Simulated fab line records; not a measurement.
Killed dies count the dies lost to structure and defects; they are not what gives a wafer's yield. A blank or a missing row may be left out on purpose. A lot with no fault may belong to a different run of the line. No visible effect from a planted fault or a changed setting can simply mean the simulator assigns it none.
Struck lot and sound lot, side by side ; flow gf180mcu ; 15 steps out of a route of 602
Sound: these wafers, L922.2, L922.5, L922.6. Struck: wafers L927.1, L927.3, L927.4. Last of all comes the cause.
Order at every step that has rows: each side's tool, ch and its chambers, its first start. Under that, the readings that differ: sound wafers ; struck wafers ; difference of the means ; sigmas: that difference in standard deviations of wafers without a fault.
alike: readings with means less than 2 such deviations apart, plus words and numbers identical on both sides. not compared: withheld readings, readings lacking a value on some wafer, bounds such as >300 that could conceal the same value, and numbers that have no deviation in the record and whose values overlap.
The two part at a step that has a row with sigmas, a row that says differs or no value, or rows on one side only. When numbers do not overlap yet have no deviation, they are printed without sigmas and do not part them. A reading missing from all wafers of one side parts the sides only when that side holds two or more wafers.

GF_HV_LDD_TW_MEAS_23:
  struck on film-metro-02, day 14 13:55; sound on film-metro-04, day 12 19:07
reading;sound;struck;difference;sigmas
HV_LDD_2_TW;1073 1070 1075;1051 1050 1050;-22;-3
then, 7 steps without rows for these wafers: GF_HV_LDD_DEHYDRATE_24 (time 60 s); GF_HV_LDD_HMDS_25 (prime time 60 s); GF_HV_LDD_COAT_26 (resist thk 1000 nm); GF_HV_LDD_SOFTBAKE_27 (time 60 s); GF_HV_LDD_EXPOSE_28 (exposes mask Nplus HV AREA, target cd 400 nm); GF_HV_LDD_PEB_29; GF_HV_LDD_DEVELOP_30 (develop time 60 s).
GF_HV_LDD_CD_MEAS_31 targets a cd of 400 nm.
  struck on cd-sem-01, day 15 11:21; sound on cd-sem-01, day 13 15:17
  alike: cd-nm
GF_HV_LDD_OVL_MEAS_32:
  struck on overlay-01, day 15 11:28; sound on overlay-01, day 13 15:23
  alike: HV_LDD_02_OVL
then, 2 steps without rows for these wafers: GF_HV_LDD_IMPLANT_33; GF_HV_LDD_IMPLANT_34.
GF_HV_LDD_IMPLANT_35:
  sound on implanter-02 ch 0, day 13 15:44; struck on implanter-02 ch 0, day 15 11:49
reading;sound;struck;difference;sigmas
beam-energy-keV;59.982 60.001 59.991;55.987 55.997 55.982;-4.003;-99 or more
model.implant.rp-nm (nm);62.2 62.2 62.2;58.38 58.38 58.38;-3.82;
model.implant.drp-nm (nm);28.81 28.81 28.81;27.17 27.17 27.17;-1.64;
following that, these wafers have no rows for 1 step: GF_HV_LDD_IMPLANT_36.
-- record jumps: 17 days separate the struck wafers' starts on either side; left off in module HV_LDD, taken up again in module PASSIVATION, whose first shown step is the route's number 602 --
GF_PASSIVATION_PROBE_99:
  only the struck wafers here have rows in the record (prober-01, day 32 13:43); the sound ones have none

WHERE THEY PART
At GF_HV_LDD_TW_MEAS_23 first; at GF_PASSIVATION_PROBE_99 last (within this record only).

WHY: the cause the simulator had injected
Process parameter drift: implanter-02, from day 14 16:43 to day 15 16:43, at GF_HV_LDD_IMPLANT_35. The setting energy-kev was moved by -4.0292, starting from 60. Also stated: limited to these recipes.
